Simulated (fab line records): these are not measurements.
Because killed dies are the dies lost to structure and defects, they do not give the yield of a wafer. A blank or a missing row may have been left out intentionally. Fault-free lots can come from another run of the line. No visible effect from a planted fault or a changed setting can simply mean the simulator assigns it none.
fab line records	flow sky130
record: lots: 12	wafers: 36	last_day: 51
route steps=708 shown DNWELL@43 VT_ADJUST_LVTN@99 VIA1@478 VIA2@509
lots that met no fault: taken from a fault-free run of the same line
start_h: hours from the record's opening day to when the first of the lot's shown wafers began	wait_h: hours elapsed since this lot's preceding step	" unchanged from the row above	L1.1+2: a row that stands for several wafers	- value missing, or start not given	* or withheld: withheld	< > ~ a bound
route shown NAME@n: a module of which the file shows steps, and the number in the route of the first	usual: mean and standard deviation over wafers with no fault	same: alike in all rows	chamber/n: place in a boat	sites: readings site by site	_std_site: the standard deviation of these	_edge_site: outer sites' mean less inner sites'	radius_mm: how far each site lies from the wafer's centre	mask NAME#n: copy n	behind: the tool/chamber that last shaped the wafer	hold: what put the lot on hold/how long, in hours/how the hold closed	device: whichever transistor did not switch (one of n, p or np)	end of line: at the end of the route, the tests of the same wafers	a step with no rows: only its recipe	killed: the dies lost at the first sort to structure and to defects; this is not the yield of the wafer	map: shows each die of a wafer: x if killed, . if not, _ if none is there
set.NAME: the setting as run; set.NAME@STEP: as run at that earlier step	model.NAME: the simulator's own value behind a step, which no gauge read
one table for each step of the route and one row for each wafer, over a sample of lots
services: the hour from which a tool's chamber was out of use, counted from the record's first day as start_h (under 0 if before that day), plus the number of hours and why
== steps ==
step: SKY_DNWELL_STRIP_08
recipe: chemistry: O2/N2	power_w: 1400	pressure_mtorr: 1500	platen_temp_c: withheld	o2_flow_sccm: 3000	n2_flow_sccm: 300	overash_fraction: 0.5
usual: drypump_motor_current_A: 6.0/0.48	oes_product_au: 0.723/0.005	strip_time_to_endpoint_s: 36.90/0.088
lot.wafer	tool	chamber	start_h	wait_h	drypump_motor_current_A	oes_product_au	rf_hours_counter_h	strip_time_to_endpoint_s
L940.1	plasma_asher-03	0	66.40	0.1	5.3	0.724	25	36.98
L940.4	"	1	"	"	6.4	0.723	-	36.92
L940.5	"	1	"	"	6.4	0.725	-	36.98
L941.1	plasma_asher-01	1	67.72	0.1	6.5	0.722	39	36.84
L941.4	"	0	"	"	6.4	0.715	-	36.89
L941.6	"	0	"	"	6.4	0.719	-	36.83
L942.1	plasma_asher-01	1	72.32	0.1	6.5	0.727	40	37.02
L942.5	"	1	"	"	6.5	0.730	-	36.81
L942.6	"	0	"	"	6.4	0.726	-	36.88
L944.1	plasma_asher-04	0	86.48	0.1	5.5	0.736	40	36.87
L944.2	"	1	"	"	5.6	0.720	40	36.90
L944.6	"	0	"	"	5.6	0.725	-	36.88
L947.1	plasma_asher-04	1	97.35	0.1	5.7	0.726	41	36.68
L947.3	"	0	"	"	5.5	0.716	-	36.75
L947.4	"	1	"	"	5.6	0.731	-	36.79
L948.2	plasma_asher-04	1	101.90	0.1	5.6	0.725	41	36.75
L948.4	"	1	"	"	5.6	0.719	-	36.73
L948.6	"	1	"	"	5.6	0.723	-	36.88
L952.1	plasma_asher-01	0	123.15	0.1	6.4	0.722	1	36.93
L952.4	"	1	"	"	6.5	0.725	-	36.96
L952.5	"	0	"	"	6.4	0.724	-	36.94
L956.1	plasma_asher-01	1	150.32	0.1	6.5	0.722	3	37.02
L956.2	"	0	"	"	6.4	0.716	3	37.00
L956.3	"	0	"	"	6.4	0.716	-	36.97
L957.1	plasma_asher-03	1	153.52	0.1	6.5	0.728	34	36.94
L957.5	"	1	"	"	6.5	0.724	-	36.99
L957.6	"	0	"	"	5.3	0.724	-	36.97
L958.1	plasma_asher-01	1	158.68	0.1	6.5	0.718	4	36.98
L958.3	"	1	"	"	6.5	0.723	-	36.96
L958.4	"	0	"	"	6.4	0.719	-	37.03
L959.2	plasma_asher-03	0	161.78	0.1	5.3	0.733	34	37.02
L959.4	"	0	"	"	5.3	0.720	-	36.81
L959.6	"	0	"	"	5.4	0.726	-	36.96
L961.4	plasma_asher-03	1	180.21	0.1	6.4	0.722	-	36.95
L961.5	"	1	"	"	6.4	0.727	-	36.91
L961.6	"	0	"	"	5.3	0.726	-	36.84
step: SKY_VT_ADJUST_LVTN_COAT_02
recipe: spin_rpm: 2000	resist_thk_nm: 3000
usual: spin_speed_rpm: 2000.3/1.1
lot.wafer	tool	chamber	start_h	wait_h	spin_speed_rpm
L940.1	litho_track-04	0	151.12	0.1	2001.9
L940.4	"	0	"	"	2001.2
L940.5	"	0	"	"	2002.7
L941.1	litho_track-03	0	152.88	0.1	2000.9
L941.4	"	0	"	"	1999.8
L941.6	"	0	"	"	2001.5
L942.1	litho_track-04	0	159.57	0.1	1998.6
L942.5	"	0	"	"	1997.0
L942.6	"	0	"	"	1997.2
L944.1	litho_track-04	0	175.02	0.1	1999.9
L944.2	"	0	"	"	1999.7
L944.6	"	0	"	"	2000.4
L947.1	litho_track-03	0	187.03	0.1	2001.3
L947.3	"	0	"	"	2000.2
L947.4	"	0	"	"	1999.9
L948.2	litho_track-03	0	191.65	0.1	2001.0
L948.4	"	0	"	"	2001.6
L948.6	"	0	"	"	2001.1
L952.1	litho_track-02	0	218.30	0.1	2087.8
L952.4	"	0	"	"	2088.1
L952.5	"	0	"	"	2089.3
L956.1	litho_track-04	0	251.61	0.1	2001.7
L956.2	"	0	"	"	1999.9
L956.3	"	0	"	"	2002.3
L957.1	litho_track-02	0	254.80	0.1	2089.2
L957.5	"	0	"	"	2089.0
L957.6	"	0	"	"	2087.0
L958.1	litho_track-04	0	259.96	0.1	2000.9
L958.3	"	0	"	"	2001.8
L958.4	"	0	"	"	2000.5
L959.2	litho_track-04	0	264.89	0.1	2000.4
L959.4	"	0	"	"	2000.5
L959.6	"	0	"	"	2002.2
L961.4	litho_track-03	0	286.85	0.1	1999.5
L961.5	"	0	"	"	1999.3
L961.6	"	0	"	"	2000.6
step: SKY_VT_ADJUST_LVTN_STRIP_09
recipe: chemistry: O2/N2	power_w: 1400	pressure_mtorr: 1500	platen_temp_c: withheld	o2_flow_sccm: 3000	n2_flow_sccm: 300	overash_fraction: 0.5
usual: drypump_motor_current_A: 5.9/0.45	oes_product_au: 0.722/0.0041	strip_time_to_endpoint_s: 36.93/0.1
lot.wafer	tool	chamber	start_h	wait_h	drypump_motor_current_A	oes_product_au	rf_hours_counter_h	strip_time_to_endpoint_s
L940.1	plasma_asher-03	0	162.65	0.1	5.3	0.721	35	36.93
L940.4	"	0	"	"	5.3	0.728	-	36.82
L940.5	"	0	"	"	5.3	0.717	-	37.04
L941.1	plasma_asher-04	1	163.60	0.1	5.5	0.720	47	36.96
L941.4	"	0	"	"	5.5	0.715	-	36.89
L941.6	"	1	"	"	5.6	0.721	-	36.89
L942.1	plasma_asher-03	0	169.18	0.1	5.3	0.724	36	36.81
L942.5	"	0	"	"	5.3	0.726	-	36.99
L942.6	"	1	"	"	6.4	0.724	-	36.87
L944.1	plasma_asher-04	1	186.21	0.1	5.6	0.720	50	37.06
L944.2	"	0	"	"	5.5	0.724	50	37.02
L944.6	"	0	"	"	5.5	0.729	-	37.17
L947.1	plasma_asher-01	1	198.45	0.1	6.4	0.724	8	36.89
L947.3	"	0	"	"	6.4	0.724	-	36.87
L947.4	"	1	"	"	6.5	0.719	-	36.89
L948.2	plasma_asher-04	1	204.23	0.1	5.7	0.721	51	37.00
L948.4	"	1	"	"	5.6	0.724	-	37.10
L948.6	"	1	"	"	5.6	0.722	-	37.02
L952.1	plasma_asher-04	0	230.93	0.1	5.6	0.724	54	36.25
L952.4	"	0	"	"	5.6	0.718	-	36.36
L952.5	"	0	"	"	5.6	0.725	-	36.39
L956.1	plasma_asher-04	0	264.08	0.1	5.6	0.722	57	36.86
L956.2	"	1	"	"	5.7	0.721	57	36.83
L956.3	"	1	"	"	5.7	0.724	-	36.88
L957.1	plasma_asher-01	0	267.28	0.1	6.4	0.722	15	36.14
L957.5	"	0	"	"	6.4	0.716	-	36.21
L957.6	"	1	"	"	6.5	0.726	-	36.22
L958.1	plasma_asher-01	1	273.18	0.1	6.4	0.720	15	36.94
L958.3	"	0	"	"	6.4	0.719	-	36.91
L958.4	"	1	"	"	6.5	0.714	-	36.97
L959.2	plasma_asher-04	0	277.83	0.1	5.6	0.725	59	36.76
L959.4	"	0	"	"	5.5	0.722	-	36.77
L959.6	"	1	"	"	5.6	0.721	-	36.83
L961.4	plasma_asher-04	0	300.17	0.1	5.5	0.721	-	36.94
L961.5	"	1	"	"	5.6	0.725	-	36.95
L961.6	"	0	"	"	5.5	0.715	-	36.90
step: SKY_VIA1_SPUTTER_20
recipe: material: TiN	target_thk_nm: 20	chamber_pressure_pa: 5	power_w: 4000	time_s: 80
usual: throttle_valve_pct: 29.7/1.1
lot.wafer	tool	chamber	start_h	wait_h	throttle_valve_pct
L940.1	pvd_sputter-04	-	822.59	0.0	30.4
L940.4	"	-	"	"	29.7
L940.5	"	-	"	"	28.8
L941.1	pvd_sputter-03	-	826.06	0.0	27.8
L941.4	"	-	"	"	30.9
L941.6	"	-	"	"	27.4
L942.1	pvd_sputter-03	-	835.85	0.0	27.7
L942.5	"	-	"	"	31.5
L942.6	"	-	"	"	27.7
L944.1	pvd_sputter-04	-	855.08	0.0	28.7
L944.2	"	-	"	"	30.5
L944.6	"	-	"	"	30.4
L947.1	pvd_sputter-03	-	869.71	0.0	28.5
L947.3	"	-	"	"	29.8
L947.4	"	-	"	"	27.6
L948.2	pvd_sputter-02	-	874.43	0.0	29.3
L948.4	"	-	"	"	29.7
L948.6	"	-	"	"	30.4
L952.1	pvd_sputter-04	-	917.14	0.0	30.0
L952.4	"	-	"	"	30.5
L952.5	"	-	"	"	28.6
L956.1	pvd_sputter-03	-	946.63	0.0	31.2
L956.2	"	-	"	"	28.4
L956.3	"	-	"	"	27.7
L957.1	pvd_sputter-02	-	964.38	0.0	29.6
L957.5	"	-	"	"	29.6
L957.6	"	-	"	"	30.7
L959.2	pvd_sputter-03	-	968.64	0.0	27.7
L959.4	"	-	"	"	31.5
L959.6	"	-	"	"	28.6
L958.1	pvd_sputter-03	-	970.00	0.0	29.9
L958.3	"	-	"	"	28.2
L958.4	"	-	"	"	27.7
L961.4	pvd_sputter-04	-	973.93	0.0	31.3
L961.5	"	-	"	"	30.6
L961.6	"	-	"	"	31.4
step: SKY_VIA2_CMP_02
recipe: material: SiO2	down_force_psi: 4	platen_rpm: 60	pad_velocity_m_s: 0.94248
usual: edge_zone_pressure_frac: 0.999/0.0056	motor_current_A: 13.1/1.5	slurry_filter_dp_kPa: 13.53/0.15
lot.wafer	tool	chamber	start_h	wait_h	edge_zone_pressure_frac	motor_current_A	slurry_filter_dp_kPa
L940.1	cmp-02	3	850.93	0.1	1.001	10.3	13.37
L940.4	"	0	"	"	1.001	10.5	13.29
L940.5	"	0	"	"	1.008	9.9	13.45
L941.4	cmp-01	0	854.21	0.0	1.011	13.9	13.68
L941.1	"	3	"	"	1.002	16.1	13.76
L941.6	"	0	"	"	1.005	13.6	13.69
L942.1	cmp-01	3	863.94	0.1	0.995	16.8	13.69
L942.5	"	2	"	"	0.996	13.2	13.49
L942.6	"	3	"	"	1.001	16.8	13.44
L944.1	cmp-01	2	883.18	0.1	0.997	13.8	13.51
L944.2	"	3	"	"	0.992	16.0	13.64
L944.6	"	0	"	"	1.009	13.0	13.54
L947.3	cmp-01	0	897.88	0.0	0.994	12.8	13.47
L947.4	"	2	"	"	1.002	13.5	13.57
L947.1	"	3	"	"	1.001	15.4	13.63
L948.4	cmp-02	2	902.23	0.0	1.004	13.9	13.39
L948.2	"	0	"	"	1.000	10.7	13.51
L948.6	"	2	"	"	1.009	13.4	13.63
L952.4	cmp-01	3	944.38	0.1	1.001	15.9	13.44
L952.1	"	1	"	"	0.991	12.0	13.31
L952.5	"	2	"	"	0.998	13.4	13.41
L956.2	cmp-02	1	973.73	0.9	0.995	12.6	13.36
L956.1	"	3	"	"	1.008	11.2	13.58
L956.3	"	0	"	"	0.994	11.0	13.45
L957.1	cmp-02	2	990.19	0.1	0.997	14.0	13.41
L957.6	"	1	"	"	1.010	12.7	13.54
L957.5	"	2	"	"	1.006	13.2	13.67
L959.4	cmp-02	2	995.64	0.1	0.998	12.7	13.66
L959.2	"	3	"	"	1.006	11.1	13.60
L959.6	"	2	"	"	0.995	13.7	13.61
L958.1	cmp-01	2	996.55	0.1	1.001	13.4	13.85
L958.3	"	0	"	"	0.999	13.4	13.57
L958.4	"	1	"	"	1.001	12.4	13.62
L961.4	cmp-01	0	1000.85	0.1	0.999	14.1	13.66
L961.5	"	2	"	"	1.007	14.1	13.51
L961.6	"	3	"	"	0.997	16.2	13.52
== services ==
tool	chamber	start_h	hours	kind
cmp-01	-	64.00	4.0	pm
plasma_asher-01	-	108.75	9.0	pm
cmp-01	-	135.66	3.4	repair
cmp-01	-	184.54	0.7	repair
cmp-01	-	192.28	5.8	pm
cmp-01	-	267.61	2.3	repair
cmp-01	-	287.22	1.1	repair
cmp-01	-	308.11	6.4	pm
cmp-01	-	392.27	4.4	repair
cmp-01	-	404.11	4.0	pm
cmp-01	-	430.10	0.5	repair
plasma_asher-01	-	499.69	2.2	repair
plasma_asher-04	-	508.81	2.3	repair
cmp-01	-	535.54	1.3	repair
plasma_asher-01	-	568.57	0.5	repair
plasma_asher-04	-	585.79	2.8	pm
plasma_asher-01	-	638.94	0.8	repair
plasma_asher-04	-	710.14	1.0	repair
plasma_asher-04	-	733.75	9.0	pm
plasma_asher-01	-	769.49	1.9	repair
plasma_asher-01	-	785.53	2.8	pm
plasma_asher-04	-	887.83	0.8	repair
plasma_asher-04	-	910.53	2.4	repair
plasma_asher-01	-	947.69	1.3	repair
== key ==
first_sign: step: SKY_VT_ADJUST_LVTN_COAT_02	reading: spin_speed_rpm	direction: up	sigmas: 79	usual: 2000.3	struck: 2088.4
effect: step: SKY_VT_ADJUST_LVTN_STRIP_09	reading: strip_time_to_endpoint_s	direction: down	sigmas: 6.6	usual: *	struck: *
met_at SKY_VT_ADJUST_LVTN_COAT_02
struck_lots L952,L957
tester_left_out L952,L957
not_acting_at SKY_DNWELL_STRIP_08,SKY_VIA1_SPUTTER_20,SKY_VIA2_CMP_02
fault: kind: process_parameter_drift	tool: litho_track-02	chamber: -	onset_h: 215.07	steps: SKY_VT_ADJUST_LVTN_COAT_02	channel: spin_rpm	offset: 88.597	shape: step	end_h: 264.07	acts_in: these_recipes_only	stated: 2000
tester_left_out: of these lots the tester's yield and bins aren't shown, on N5 and GAA mostly nor the transistor test; their killed dies are dies lost to structure and defects alone, not to doping, threshold or leakage, so they don't give the yield
